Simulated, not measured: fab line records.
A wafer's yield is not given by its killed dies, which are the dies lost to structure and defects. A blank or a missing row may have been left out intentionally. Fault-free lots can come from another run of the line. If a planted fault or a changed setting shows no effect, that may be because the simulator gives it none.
One fault through the eyes of 2 desks	flow sky130	each desk has only its own numbers; what lay behind them comes last

## METROLOGY DESK
What the gauges read, lot by lot, whatever tool the lot ran on: means of the sampled wafers that have a number. If a lot's mean is further than 4 standard deviations from the usual mean, the lot is out of limits and carries the mark OUT (the distance appears in the brackets).
Columns: A = VIA2_W_RS at SKY_VIA2_RS_MEAS_22, usual 0.2722 ohm/sq; B = VIA2_W_THK at SKY_VIA2_THK_MEAS_23, usual 433 nm
lot	first seen here	A	B
L279	day 38 00:35	0.2750	424
L284	day 39 13:46	0.2732	442
L285	day 40 01:13	0.2719	432
L289	day 41 07:43	0.2735	427
L295	day 43 21:40	0.2690	439
Result from this desk: across the 5 lots, nothing is out of limits.

## DESK OF THE TOOL OWNER: pvd-sputter-01
At SKY_METAL3_SPUTTER_01 (material TiN, target thk 20 nm, time 16.7 s) the tool's own readings: per lot run on this tool, the mean of the sampled wafers that have a number. If a lot's mean is further than 4 standard deviations from the usual mean, the lot is out of limits and carries the mark OUT (the distance appears in the brackets).
Columns: A = cathode-dc-power-W at SKY_METAL3_SPUTTER_01, usual 6500.1 W; B = chamber-pressure-pa at SKY_METAL3_SPUTTER_01, usual 0.4001 Pa; C = throttle-valve-pct at SKY_METAL3_SPUTTER_01, usual 29.4 %
lot	first seen here	A	B	C
L284	day 39 14:19	6502.2	0.4367 (+42) OUT	27.1
L295	day 43 22:10	6500.9	0.4011	28.8
Finding of this desk: L284 out of limits; the first was L284 at day 39 14:19, on chamber-pressure-pa at SKY_METAL3_SPUTTER_01. In limits: L295.

## TAKEN TOGETHER
The tool owner's desk could have raised an alarm at day 39 14:19, on L284.
Nothing out of limits was seen by the metrology desk.
The metrology desk has L284 on record, within its limits.
SKY_METAL3_SPUTTER_01 was run on pvd-sputter-01 by each of the lots named.

## WHAT HAD BEEN PUT IN BY THE SIMULATOR
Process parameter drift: pvd-sputter-01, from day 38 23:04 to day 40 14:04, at SKY_METAL3_SPUTTER_01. From 0.4, the setting chamber-pressure-pa moved by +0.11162. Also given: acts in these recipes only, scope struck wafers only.
Lots struck among those shown: L284.
Hours from the fault's start to each desk's first reading out of limits: the tool owner's desk, 15.
